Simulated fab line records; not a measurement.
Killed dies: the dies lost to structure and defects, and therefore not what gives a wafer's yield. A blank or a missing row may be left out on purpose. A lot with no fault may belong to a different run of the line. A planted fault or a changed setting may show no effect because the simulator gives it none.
A sampling plan put to the test / flow gf180mcu / each of the 52 faults these records tell of, on one fab line, judged from the records of the lots it struck
What counts as the plan is the set of the line's own looks, namely the steps on the route at which a gauge or an inspection reads a wafer and does not change it. A look is open to judgement when struck wafers have a number at it and the file gives its usual mean and standard deviation on fault-free wafers. Caught: at a look after the fault's first step, the mean of the struck wafers lies 4 or more of those standard deviations (sigma) from the usual mean. On the tool: the same test on the tool's own readings at the fault's steps. Another recipe on the struck wafers, or a record that is blank for them alone, also counts as caught.

THE FAULTS, as the simulator had put them in
1. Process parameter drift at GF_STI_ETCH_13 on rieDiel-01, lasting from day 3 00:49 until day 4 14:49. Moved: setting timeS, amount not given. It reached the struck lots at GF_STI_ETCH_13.
2. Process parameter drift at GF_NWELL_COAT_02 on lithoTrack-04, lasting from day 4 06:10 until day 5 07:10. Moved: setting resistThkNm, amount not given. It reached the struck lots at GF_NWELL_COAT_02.
3. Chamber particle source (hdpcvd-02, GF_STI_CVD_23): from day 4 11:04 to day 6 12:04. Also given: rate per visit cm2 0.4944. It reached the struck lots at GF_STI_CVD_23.
4. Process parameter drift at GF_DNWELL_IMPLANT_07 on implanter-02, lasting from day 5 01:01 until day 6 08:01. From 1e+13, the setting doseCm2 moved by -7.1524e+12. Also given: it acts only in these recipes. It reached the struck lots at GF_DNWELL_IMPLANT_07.
5. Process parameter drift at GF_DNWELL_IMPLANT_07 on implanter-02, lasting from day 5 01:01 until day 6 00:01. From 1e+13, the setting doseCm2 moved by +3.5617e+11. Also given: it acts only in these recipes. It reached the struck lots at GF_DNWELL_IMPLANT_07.
6. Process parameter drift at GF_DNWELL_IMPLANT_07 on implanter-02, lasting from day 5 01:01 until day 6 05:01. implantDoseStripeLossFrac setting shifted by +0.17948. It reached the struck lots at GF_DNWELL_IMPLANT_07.
7. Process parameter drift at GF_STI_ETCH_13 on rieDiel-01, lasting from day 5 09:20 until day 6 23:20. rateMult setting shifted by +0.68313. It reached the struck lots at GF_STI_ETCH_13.
8. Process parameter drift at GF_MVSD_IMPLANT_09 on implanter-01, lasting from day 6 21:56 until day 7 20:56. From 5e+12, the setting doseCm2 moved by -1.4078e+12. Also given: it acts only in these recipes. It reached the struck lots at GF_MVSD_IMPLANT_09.
9. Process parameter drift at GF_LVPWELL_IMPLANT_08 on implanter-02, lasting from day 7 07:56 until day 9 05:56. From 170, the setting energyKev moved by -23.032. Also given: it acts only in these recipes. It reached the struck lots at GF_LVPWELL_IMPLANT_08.
10. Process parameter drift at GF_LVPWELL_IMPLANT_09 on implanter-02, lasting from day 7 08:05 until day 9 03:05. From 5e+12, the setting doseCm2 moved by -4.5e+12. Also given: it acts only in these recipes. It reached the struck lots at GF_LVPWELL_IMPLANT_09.
11. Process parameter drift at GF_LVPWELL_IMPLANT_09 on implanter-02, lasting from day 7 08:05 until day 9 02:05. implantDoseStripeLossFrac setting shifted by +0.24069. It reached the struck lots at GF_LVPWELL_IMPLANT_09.
12. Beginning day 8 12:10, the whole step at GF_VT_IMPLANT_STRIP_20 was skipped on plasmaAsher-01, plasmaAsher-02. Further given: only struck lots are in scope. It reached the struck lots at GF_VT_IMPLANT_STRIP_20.
13. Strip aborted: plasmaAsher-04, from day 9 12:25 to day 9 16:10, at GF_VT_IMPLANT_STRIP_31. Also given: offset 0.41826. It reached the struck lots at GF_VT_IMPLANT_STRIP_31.
14. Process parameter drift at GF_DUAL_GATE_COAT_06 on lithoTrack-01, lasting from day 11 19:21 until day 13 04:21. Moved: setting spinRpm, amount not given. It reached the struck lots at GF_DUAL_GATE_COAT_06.
15. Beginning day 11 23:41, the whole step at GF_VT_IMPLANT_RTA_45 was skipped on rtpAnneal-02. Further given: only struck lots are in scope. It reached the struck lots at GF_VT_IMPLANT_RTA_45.
16. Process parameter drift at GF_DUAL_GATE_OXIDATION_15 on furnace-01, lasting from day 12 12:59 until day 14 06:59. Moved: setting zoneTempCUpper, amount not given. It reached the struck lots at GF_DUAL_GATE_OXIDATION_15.
17. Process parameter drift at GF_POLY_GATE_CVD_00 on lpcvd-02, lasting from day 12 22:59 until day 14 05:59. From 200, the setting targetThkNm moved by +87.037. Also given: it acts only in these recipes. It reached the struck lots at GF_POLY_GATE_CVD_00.
18. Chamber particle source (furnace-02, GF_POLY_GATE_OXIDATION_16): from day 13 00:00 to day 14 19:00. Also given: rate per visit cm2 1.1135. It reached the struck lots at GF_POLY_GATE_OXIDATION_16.
19. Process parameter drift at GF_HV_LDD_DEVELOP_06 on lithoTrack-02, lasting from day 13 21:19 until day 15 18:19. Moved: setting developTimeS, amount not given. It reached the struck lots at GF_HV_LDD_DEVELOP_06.
20. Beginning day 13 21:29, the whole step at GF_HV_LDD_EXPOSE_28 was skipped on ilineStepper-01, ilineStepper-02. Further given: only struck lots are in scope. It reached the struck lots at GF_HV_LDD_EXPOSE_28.
21. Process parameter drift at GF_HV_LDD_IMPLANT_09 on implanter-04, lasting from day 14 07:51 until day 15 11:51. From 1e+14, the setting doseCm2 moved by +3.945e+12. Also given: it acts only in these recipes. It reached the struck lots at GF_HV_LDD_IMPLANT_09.
22. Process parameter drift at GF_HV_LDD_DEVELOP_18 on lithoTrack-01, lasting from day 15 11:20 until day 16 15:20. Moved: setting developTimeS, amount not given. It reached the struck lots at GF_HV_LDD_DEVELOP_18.
23. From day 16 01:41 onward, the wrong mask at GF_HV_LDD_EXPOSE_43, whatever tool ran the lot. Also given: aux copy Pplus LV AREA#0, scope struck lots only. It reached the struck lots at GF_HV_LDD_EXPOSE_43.
24. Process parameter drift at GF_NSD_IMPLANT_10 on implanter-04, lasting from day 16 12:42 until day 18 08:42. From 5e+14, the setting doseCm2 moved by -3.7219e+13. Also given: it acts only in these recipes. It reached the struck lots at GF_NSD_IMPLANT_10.
25. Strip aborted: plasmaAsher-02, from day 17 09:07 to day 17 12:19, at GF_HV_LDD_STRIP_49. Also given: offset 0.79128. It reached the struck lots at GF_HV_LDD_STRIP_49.
26. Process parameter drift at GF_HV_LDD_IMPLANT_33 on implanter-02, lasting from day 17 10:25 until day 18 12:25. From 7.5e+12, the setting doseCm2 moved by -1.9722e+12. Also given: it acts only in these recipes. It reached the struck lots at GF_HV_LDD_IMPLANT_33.
27. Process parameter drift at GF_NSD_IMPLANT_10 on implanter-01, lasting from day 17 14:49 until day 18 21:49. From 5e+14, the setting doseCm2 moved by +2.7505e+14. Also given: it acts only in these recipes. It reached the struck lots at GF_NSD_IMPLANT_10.
28. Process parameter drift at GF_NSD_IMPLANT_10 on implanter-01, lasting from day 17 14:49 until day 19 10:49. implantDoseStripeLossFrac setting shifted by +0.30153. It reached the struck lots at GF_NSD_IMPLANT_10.
29. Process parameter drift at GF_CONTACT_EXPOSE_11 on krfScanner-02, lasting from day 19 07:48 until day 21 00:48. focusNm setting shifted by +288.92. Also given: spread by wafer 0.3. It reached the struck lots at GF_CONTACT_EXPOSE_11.
30. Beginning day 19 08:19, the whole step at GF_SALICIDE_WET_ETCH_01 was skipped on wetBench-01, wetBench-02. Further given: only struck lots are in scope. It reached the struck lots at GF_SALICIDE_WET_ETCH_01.
31. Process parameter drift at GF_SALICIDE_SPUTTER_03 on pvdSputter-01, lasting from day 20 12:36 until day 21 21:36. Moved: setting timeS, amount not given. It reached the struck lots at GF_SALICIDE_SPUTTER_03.
32. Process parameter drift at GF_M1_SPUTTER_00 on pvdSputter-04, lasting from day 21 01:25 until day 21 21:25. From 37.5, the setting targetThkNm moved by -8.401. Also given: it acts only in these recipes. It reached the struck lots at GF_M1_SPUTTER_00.
33. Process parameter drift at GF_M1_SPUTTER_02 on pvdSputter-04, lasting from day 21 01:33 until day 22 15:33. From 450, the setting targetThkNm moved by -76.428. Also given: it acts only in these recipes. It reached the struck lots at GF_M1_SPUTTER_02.
34. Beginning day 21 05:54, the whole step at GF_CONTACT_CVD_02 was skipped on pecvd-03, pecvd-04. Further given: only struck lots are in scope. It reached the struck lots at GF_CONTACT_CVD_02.
35. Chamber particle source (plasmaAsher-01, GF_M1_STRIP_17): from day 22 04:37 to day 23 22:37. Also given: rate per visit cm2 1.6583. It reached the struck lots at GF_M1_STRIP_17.
36. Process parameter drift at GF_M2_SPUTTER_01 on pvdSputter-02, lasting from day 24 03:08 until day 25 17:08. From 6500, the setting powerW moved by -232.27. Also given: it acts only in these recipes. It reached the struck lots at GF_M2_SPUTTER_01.
37. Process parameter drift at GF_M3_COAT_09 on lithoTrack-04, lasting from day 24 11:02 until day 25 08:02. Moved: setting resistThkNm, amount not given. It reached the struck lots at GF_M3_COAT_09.
38. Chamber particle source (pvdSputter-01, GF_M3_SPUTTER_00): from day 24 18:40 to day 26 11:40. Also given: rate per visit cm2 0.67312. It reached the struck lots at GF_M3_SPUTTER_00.
39. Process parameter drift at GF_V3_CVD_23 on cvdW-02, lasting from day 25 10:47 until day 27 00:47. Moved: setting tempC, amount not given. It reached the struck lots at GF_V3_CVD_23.
40. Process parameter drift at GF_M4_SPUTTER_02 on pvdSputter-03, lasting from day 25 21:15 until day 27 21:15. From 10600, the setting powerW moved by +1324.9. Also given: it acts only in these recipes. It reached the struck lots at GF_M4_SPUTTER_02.
41. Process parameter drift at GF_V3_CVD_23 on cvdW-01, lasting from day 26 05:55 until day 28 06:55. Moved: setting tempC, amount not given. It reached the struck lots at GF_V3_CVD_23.
42. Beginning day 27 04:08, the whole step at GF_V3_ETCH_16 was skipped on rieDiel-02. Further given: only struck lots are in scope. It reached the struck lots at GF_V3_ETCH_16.
43. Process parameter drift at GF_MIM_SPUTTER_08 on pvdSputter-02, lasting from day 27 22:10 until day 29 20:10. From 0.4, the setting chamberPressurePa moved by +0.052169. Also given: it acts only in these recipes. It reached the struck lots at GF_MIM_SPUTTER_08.
44. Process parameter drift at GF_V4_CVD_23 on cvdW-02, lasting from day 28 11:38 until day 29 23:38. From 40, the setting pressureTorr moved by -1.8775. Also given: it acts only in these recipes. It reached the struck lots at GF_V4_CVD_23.
45. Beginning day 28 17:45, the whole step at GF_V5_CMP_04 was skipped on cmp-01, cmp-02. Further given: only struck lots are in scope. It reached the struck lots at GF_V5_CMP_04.
46. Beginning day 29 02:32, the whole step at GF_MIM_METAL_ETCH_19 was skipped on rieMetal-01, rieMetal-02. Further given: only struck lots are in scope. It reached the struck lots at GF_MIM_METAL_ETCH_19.
47. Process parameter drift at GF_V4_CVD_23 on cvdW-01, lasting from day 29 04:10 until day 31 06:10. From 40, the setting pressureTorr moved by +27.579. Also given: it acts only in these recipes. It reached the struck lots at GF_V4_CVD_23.
48. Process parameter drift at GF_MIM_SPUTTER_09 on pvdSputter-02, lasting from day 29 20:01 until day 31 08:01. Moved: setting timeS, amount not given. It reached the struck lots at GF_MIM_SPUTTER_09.
49. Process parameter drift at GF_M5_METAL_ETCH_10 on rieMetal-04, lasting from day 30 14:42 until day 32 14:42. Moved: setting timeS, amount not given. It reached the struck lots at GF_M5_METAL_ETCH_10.
50. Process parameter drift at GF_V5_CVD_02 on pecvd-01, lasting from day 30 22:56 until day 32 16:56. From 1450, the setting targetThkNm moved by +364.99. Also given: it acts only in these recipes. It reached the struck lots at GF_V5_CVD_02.
51. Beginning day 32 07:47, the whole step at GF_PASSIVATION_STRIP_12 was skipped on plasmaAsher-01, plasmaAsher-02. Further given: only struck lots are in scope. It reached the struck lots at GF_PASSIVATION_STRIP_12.
52. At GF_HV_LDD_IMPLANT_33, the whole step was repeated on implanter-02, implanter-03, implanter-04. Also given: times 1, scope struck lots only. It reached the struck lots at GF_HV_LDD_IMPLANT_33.

WHAT THE PLAN SAW
fault=1; on the tool itself=runLengthS -14 sigma; first look that catches it=not the one look that can be judged after it; reading, sigma=-; median hours from its first step to that look=-; hours from the fault's start to the first struck lot there=-; judged looks passed uncaught=1
fault=2; on the tool itself=under 2 sigma; first look that catches it=none of the 2 looks that can be judged after it; reading, sigma=-; median hours from its first step to that look=-; hours from the fault's start to the first struck lot there=-; judged looks passed uncaught=2
fault=3; on the tool itself=no reading that can be judged; first look that catches it=not the one look that can be judged after it; reading, sigma=-; median hours from its first step to that look=-; hours from the fault's start to the first struck lot there=-; judged looks passed uncaught=1
fault=4; on the tool itself=doseIonsCm2 -99 or beyond sigma; first look that catches it=GF_DNWELL_TW_MEAS_09; reading, sigma=DNWELL_TW -44; median hours from its first step to that look=0.2; hours from the fault's start to the first struck lot there=6; judged looks passed uncaught=0
fault=5; on the tool itself=doseIonsCm2 +29 sigma; first look that catches it=no look after it can be judged; reading, sigma=-; median hours from its first step to that look=-; hours from the fault's start to the first struck lot there=-; judged looks passed uncaught=0
fault=6; on the tool itself=no reading that can be judged; first look that catches it=none of the 5 looks that can be judged after it; reading, sigma=-; median hours from its first step to that look=-; hours from the fault's start to the first struck lot there=-; judged looks passed uncaught=5
fault=7; on the tool itself=under 2 sigma; first look that catches it=no look after it can be judged; reading, sigma=-; median hours from its first step to that look=-; hours from the fault's start to the first struck lot there=-; judged looks passed uncaught=0
fault=8; on the tool itself=doseIonsCm2 -99 or beyond sigma; first look that catches it=GF_VT_IMPLANT_RS_MEAS_46; reading, sigma=MVSD_RS +16; median hours from its first step to that look=84.4; hours from the fault's start to the first struck lot there=91; judged looks passed uncaught=1
fault=9; on the tool itself=beamEnergyKeV -99 or beyond sigma; first look that catches it=GF_VT_IMPLANT_RS_MEAS_48; reading, sigma=LVPWELL_RS +10; median hours from its first step to that look=104.6; hours from the fault's start to the first struck lot there=114; judged looks passed uncaught=0
fault=10; on the tool itself=doseIonsCm2 -99 or beyond sigma; first look that catches it=GF_LVPWELL_TW_MEAS_11; reading, sigma=LVPWELL_TW -12; median hours from its first step to that look=0.2; hours from the fault's start to the first struck lot there=11; judged looks passed uncaught=0
fault=11; on the tool itself=no reading that can be judged; first look that catches it=none of the 5 looks that can be judged after it; reading, sigma=-; median hours from its first step to that look=-; hours from the fault's start to the first struck lot there=-; judged looks passed uncaught=5
fault=12; on the tool itself=the tool's record is blank for the struck wafers; first look that catches it=GF_VT_IMPLANT_TW_MEAS_32; reading, sigma=VT_IMPLANT_3_TW -99 or beyond; median hours from its first step to that look=17.2; hours from the fault's start to the first struck lot there=21; judged looks passed uncaught=0
fault=13; on the tool itself=oesProductAu +50 sigma; first look that catches it=GF_VT_IMPLANT_TW_MEAS_43; reading, sigma=VT_IMPLANT_4_TW -89; median hours from its first step to that look=17.1; hours from the fault's start to the first struck lot there=21; judged looks passed uncaught=0
fault=14; on the tool itself=spinSpeedRpm -99 or beyond sigma; first look that catches it=none of the 2 looks that can be judged after it; reading, sigma=-; median hours from its first step to that look=-; hours from the fault's start to the first struck lot there=-; judged looks passed uncaught=2
fault=15; on the tool itself=the tool's record is blank for the struck wafers; first look that catches it=GF_VT_IMPLANT_RS_MEAS_46; reading, sigma=MVSD_RS -99 or beyond; median hours from its first step to that look=0.1; hours from the fault's start to the first struck lot there=2; judged looks passed uncaught=0
fault=16; on the tool itself=spikeTcUpperC -40 sigma; first look that catches it=no look after it can be judged; reading, sigma=-; median hours from its first step to that look=-; hours from the fault's start to the first struck lot there=-; judged looks passed uncaught=0
fault=17; on the tool itself=no reading that can be judged; first look that catches it=GF_POLY_GATE_THK_MEAS_01; reading, sigma=POLY_GATE_CVD_00_THK +53; median hours from its first step to that look=1.3; hours from the fault's start to the first struck lot there=3; judged looks passed uncaught=0
fault=18; on the tool itself=under 2 sigma; first look that catches it=none of the 8 looks that can be judged after it; reading, sigma=-; median hours from its first step to that look=-; hours from the fault's start to the first struck lot there=-; judged looks passed uncaught=8
fault=19; on the tool itself=under 2 sigma; first look that catches it=GF_HV_LDD_CD_MEAS_07; reading, sigma=cdNm +9.3; median hours from its first step to that look=0.2; hours from the fault's start to the first struck lot there=7; judged looks passed uncaught=0
fault=20; on the tool itself=no reading that can be judged; first look that catches it=no look after it can be judged; reading, sigma=-; median hours from its first step to that look=-; hours from the fault's start to the first struck lot there=-; judged looks passed uncaught=0
fault=21; on the tool itself=doseIonsCm2 +35 sigma; first look that catches it=GF_HV_LDD_RS_MEAS_53; reading, sigma=HV_LDD_RS -9.2; median hours from its first step to that look=68.0; hours from the fault's start to the first struck lot there=70; judged looks passed uncaught=0
fault=22; on the tool itself=under 2 sigma; first look that catches it=GF_HV_LDD_TW_MEAS_23; reading, sigma=HV_LDD_2_TW -99 or beyond; median hours from its first step to that look=0.5; hours from the fault's start to the first struck lot there=3; judged looks passed uncaught=0
fault=23; on the tool itself=under 2 sigma; first look that catches it=GF_HV_LDD_TW_MEAS_50; reading, sigma=HV_LDD_4_TW -99 or beyond; median hours from its first step to that look=12.0; hours from the fault's start to the first struck lot there=17; judged looks passed uncaught=0
fault=24; on the tool itself=doseIonsCm2 -60 sigma; first look that catches it=GF_PSD_RS_MEAS_14; reading, sigma=NSD_RS +4.9; median hours from its first step to that look=23.3; hours from the fault's start to the first struck lot there=24; judged looks passed uncaught=1
fault=25; on the tool itself=oesProductAu +46 sigma; first look that catches it=no look after it can be judged; reading, sigma=-; median hours from its first step to that look=-; hours from the fault's start to the first struck lot there=-; judged looks passed uncaught=0
fault=26; on the tool itself=doseIonsCm2 -99 or beyond sigma; first look that catches it=GF_HV_LDD_TW_MEAS_38; reading, sigma=HV_LDD_3_TW -6.2; median hours from its first step to that look=0.7; hours from the fault's start to the first struck lot there=4; judged looks passed uncaught=0
fault=27; on the tool itself=doseIonsCm2 +99 or beyond sigma; first look that catches it=GF_PSD_RS_MEAS_14; reading, sigma=NSD_RS -35; median hours from its first step to that look=24.5; hours from the fault's start to the first struck lot there=30; judged looks passed uncaught=0
fault=28; on the tool itself=no reading that can be judged; first look that catches it=none of the 3 looks that can be judged after it; reading, sigma=strongest: NSD_RS at GF_PSD_RS_MEAS_14, +3.4; median hours from its first step to that look=-; hours from the fault's start to the first struck lot there=-; judged looks passed uncaught=3
fault=29; on the tool itself=exposureDoseMJCm2 +10 sigma; first look that catches it=GF_CONTACT_CD_MEAS_14; reading, sigma=cdNm -7.1; median hours from its first step to that look=10.6; hours from the fault's start to the first struck lot there=50; judged looks passed uncaught=0
fault=30; on the tool itself=the tool's record is blank for the struck wafers; first look that catches it=no look after it can be judged; reading, sigma=-; median hours from its first step to that look=-; hours from the fault's start to the first struck lot there=-; judged looks passed uncaught=0
fault=31; on the tool itself=under 2 sigma; first look that catches it=GF_SALICIDE_RS_MEAS_04; reading, sigma=SALICIDE_TIN_RS +4.0; median hours from its first step to that look=0.0; hours from the fault's start to the first struck lot there=3; judged looks passed uncaught=0
fault=32; on the tool itself=under 2 sigma; first look that catches it=no look after it can be judged; reading, sigma=-; median hours from its first step to that look=-; hours from the fault's start to the first struck lot there=-; judged looks passed uncaught=0
fault=33; on the tool itself=under 2 sigma; first look that catches it=GF_M1_RS_MEAS_05; reading, sigma=M1_ALCU_RS +16; median hours from its first step to that look=0.1; hours from the fault's start to the first struck lot there=2; judged looks passed uncaught=0
fault=34; on the tool itself=the tool's record is blank for the struck wafers; first look that catches it=not the one look that can be judged after it; reading, sigma=strongest: CONTACT_BOW at GF_CONTACT_BOW_MEAS_05, -2.6; median hours from its first step to that look=-; hours from the fault's start to the first struck lot there=-; judged looks passed uncaught=1
fault=35; on the tool itself=under 2 sigma; first look that catches it=not the one look that can be judged after it; reading, sigma=-; median hours from its first step to that look=-; hours from the fault's start to the first struck lot there=-; judged looks passed uncaught=1
fault=36; on the tool itself=cathodeDcPowerW -99 or beyond sigma; first look that catches it=no look after it can be judged; reading, sigma=-; median hours from its first step to that look=-; hours from the fault's start to the first struck lot there=-; judged looks passed uncaught=0
fault=37; on the tool itself=under 2 sigma; first look that catches it=not the one look that can be judged after it; reading, sigma=-; median hours from its first step to that look=-; hours from the fault's start to the first struck lot there=-; judged looks passed uncaught=1
fault=38; on the tool itself=under 2 sigma; first look that catches it=not the one look that can be judged after it; reading, sigma=-; median hours from its first step to that look=-; hours from the fault's start to the first struck lot there=-; judged looks passed uncaught=1
fault=39; on the tool itself=susceptorTempC +46 sigma; first look that catches it=GF_V3_RS_MEAS_24; reading, sigma=V3_W_RS -13; median hours from its first step to that look=0.1; hours from the fault's start to the first struck lot there=4; judged looks passed uncaught=0
fault=40; on the tool itself=cathodeDcPowerW +99 or beyond sigma; first look that catches it=GF_M4_RS_MEAS_05; reading, sigma=M4_ALCU_RS -11; median hours from its first step to that look=0.1; hours from the fault's start to the first struck lot there=6; judged looks passed uncaught=0
fault=41; on the tool itself=susceptorTempC +99 or beyond sigma; first look that catches it=GF_V3_RS_MEAS_24; reading, sigma=V3_W_RS -32; median hours from its first step to that look=0.1; hours from the fault's start to the first struck lot there=4; judged looks passed uncaught=0
fault=42; on the tool itself=the tool's record is blank for the struck wafers; first look that catches it=no look after it can be judged; reading, sigma=-; median hours from its first step to that look=-; hours from the fault's start to the first struck lot there=-; judged looks passed uncaught=0
fault=43; on the tool itself=chamberPressurePa +68 sigma; first look that catches it=not the one look that can be judged after it; reading, sigma=strongest: MIM_ALCU_RS at GF_MIM_RS_MEAS_10, +2.8; median hours from its first step to that look=-; hours from the fault's start to the first struck lot there=-; judged looks passed uncaught=1
fault=44; on the tool itself=chamberPressureTorr -20 sigma; first look that catches it=not the one look that can be judged after it; reading, sigma=strongest: V4_W_RS at GF_V4_RS_MEAS_24, +2.2; median hours from its first step to that look=-; hours from the fault's start to the first struck lot there=-; judged looks passed uncaught=1
fault=45; on the tool itself=the tool's record is blank for the struck wafers; first look that catches it=no look after it can be judged; reading, sigma=-; median hours from its first step to that look=-; hours from the fault's start to the first struck lot there=-; judged looks passed uncaught=0
fault=46; on the tool itself=the tool's record is blank for the struck wafers; first look that catches it=no look after it can be judged; reading, sigma=-; median hours from its first step to that look=-; hours from the fault's start to the first struck lot there=-; judged looks passed uncaught=0
fault=47; on the tool itself=chamberPressureTorr +99 or beyond sigma; first look that catches it=GF_V4_RS_MEAS_24; reading, sigma=V4_W_RS -18; median hours from its first step to that look=0.1; hours from the fault's start to the first struck lot there=2; judged looks passed uncaught=0
fault=48; on the tool itself=under 2 sigma; first look that catches it=none of the 4 looks that can be judged after it; reading, sigma=-; median hours from its first step to that look=-; hours from the fault's start to the first struck lot there=-; judged looks passed uncaught=4
fault=49; on the tool itself=runLengthS -10 sigma; first look that catches it=no look after it can be judged; reading, sigma=-; median hours from its first step to that look=-; hours from the fault's start to the first struck lot there=-; judged looks passed uncaught=0
fault=50; on the tool itself=under 2 sigma; first look that catches it=GF_V5_THK_MEAS_03; reading, sigma=V5_CVD_02_THK +20; median hours from its first step to that look=0.1; hours from the fault's start to the first struck lot there=5; judged looks passed uncaught=0
fault=51; on the tool itself=the tool's record is blank for the struck wafers; first look that catches it=not the one look that can be judged after it; reading, sigma=strongest: PASSIVATION_BOW at GF_PASSIVATION_BOW_MEAS_14, -2.2; median hours from its first step to that look=-; hours from the fault's start to the first struck lot there=-; judged looks passed uncaught=1
fault=52; on the tool itself=no reading that can be judged; first look that catches it=GF_HV_LDD_TW_MEAS_38; reading, sigma=HV_LDD_3_TW +20; median hours from its first step to that look=1.1; hours from the fault's start to the first struck lot there=-; judged looks passed uncaught=0
A dash: this means the fault isn't caught or the number doesn't appear in these records.

Caught at a look: 24 of 52. Caught on the tool: 31 of 52. By one or the other: 39 of 52.
On the tool alone, faults 1, 5, 14, 16, 25, 30, 34, 36, 42, 43, 44, 45, 46, 49, 51 were caught.
Caught at a look alone: faults 17, 19, 22, 23, 31, 33, 50, 52.
Caught by neither: faults 2, 3, 6, 7, 11, 18, 20, 28, 32, 35, 37, 38, 48.

THINNER SAMPLING
In the worst case, this is how late the first struck lot would be measured if the look that catches a fault measured only every second or every third lot, by lot number:
fault=4; struck lots at that look, in order of time=L972, L974; every lot=6 h; every second lot=may miss all 2; every third lot=may miss all 2
fault=8; struck lots at that look, in order of time=L309, L311; every lot=91 h; every second lot=may miss all 2; every third lot=may miss all 2
fault=9; struck lots at that look, in order of time=L516, L518; every lot=114 h; every second lot=may miss all 2; every third lot=may miss all 2
fault=10; struck lots at that look, in order of time=L254, L256; every lot=11 h; every second lot=may miss all 2; every third lot=may miss all 2
fault=12; struck lots at that look, in order of time=L109, L110; every lot=21 h; every second lot=28 h; every third lot=may miss all 2
fault=13; struck lots at that look, in order of time=L792; every lot=21 h; every second lot=may miss it; every third lot=may miss it
fault=15; struck lots at that look, in order of time=L532, L533; every lot=2 h; every second lot=14 h; every third lot=may miss all 2
fault=17; struck lots at that look, in order of time=L823, L825; every lot=3 h; every second lot=may miss all 2; every third lot=may miss all 2
fault=19; struck lots at that look, in order of time=L228, L229; every lot=7 h; every second lot=14 h; every third lot=may miss all 2
fault=21; struck lots at that look, in order of time=L300, L303; every lot=70 h; every second lot=96 h; every third lot=may miss all 2
fault=22; struck lots at that look, in order of time=L809, L811; every lot=3 h; every second lot=may miss all 2; every third lot=may miss all 2
fault=23; struck lots at that look, in order of time=L755; every lot=17 h; every second lot=may miss it; every third lot=may miss it
fault=24; struck lots at that look, in order of time=L575, L578; every lot=24 h; every second lot=42 h; every third lot=may miss all 2
fault=26; struck lots at that look, in order of time=L607, L608; every lot=4 h; every second lot=12 h; every third lot=may miss all 2
fault=27; struck lots at that look, in order of time=L363, L365; every lot=30 h; every second lot=may miss all 2; every third lot=may miss all 2
fault=29; struck lots at that look, in order of time=L801; every lot=50 h; every second lot=may miss it; every third lot=may miss it
fault=31; struck lots at that look, in order of time=L599, L600; every lot=3 h; every second lot=10 h; every third lot=may miss all 2
fault=33; struck lots at that look, in order of time=L660, L662, L663; every lot=2 h; every second lot=23 h; every third lot=may miss all 3
fault=39; struck lots at that look, in order of time=L544, L543; every lot=4 h; every second lot=6 h; every third lot=may miss all 2
fault=40; struck lots at that look, in order of time=L290, L295, L296; every lot=6 h; every second lot=35 h; every third lot=may miss all 3
fault=41; struck lots at that look, in order of time=L449, L450; every lot=4 h; every second lot=6 h; every third lot=may miss all 2
fault=47; struck lots at that look, in order of time=L952, L954; every lot=2 h; every second lot=may miss all 2; every third lot=may miss all 2
fault=50; struck lots at that look, in order of time=L196, L198; every lot=5 h; every second lot=may miss all 2; every third lot=may miss all 2
Hours count from the start of the fault until the first struck lot that is measured. The test against the limit of 4 sigma pooled every struck wafer, which means one lot taken alone may stay below that limit. Other struck lots may not be in these records.

THE LONGEST TIMED WAY FROM STEP TO LOOK
In fault 9, a median of 104.6 hours elapses between GF_LVPWELL_IMPLANT_08 and GF_VT_IMPLANT_RS_MEAS_48. No look between them can be judged.
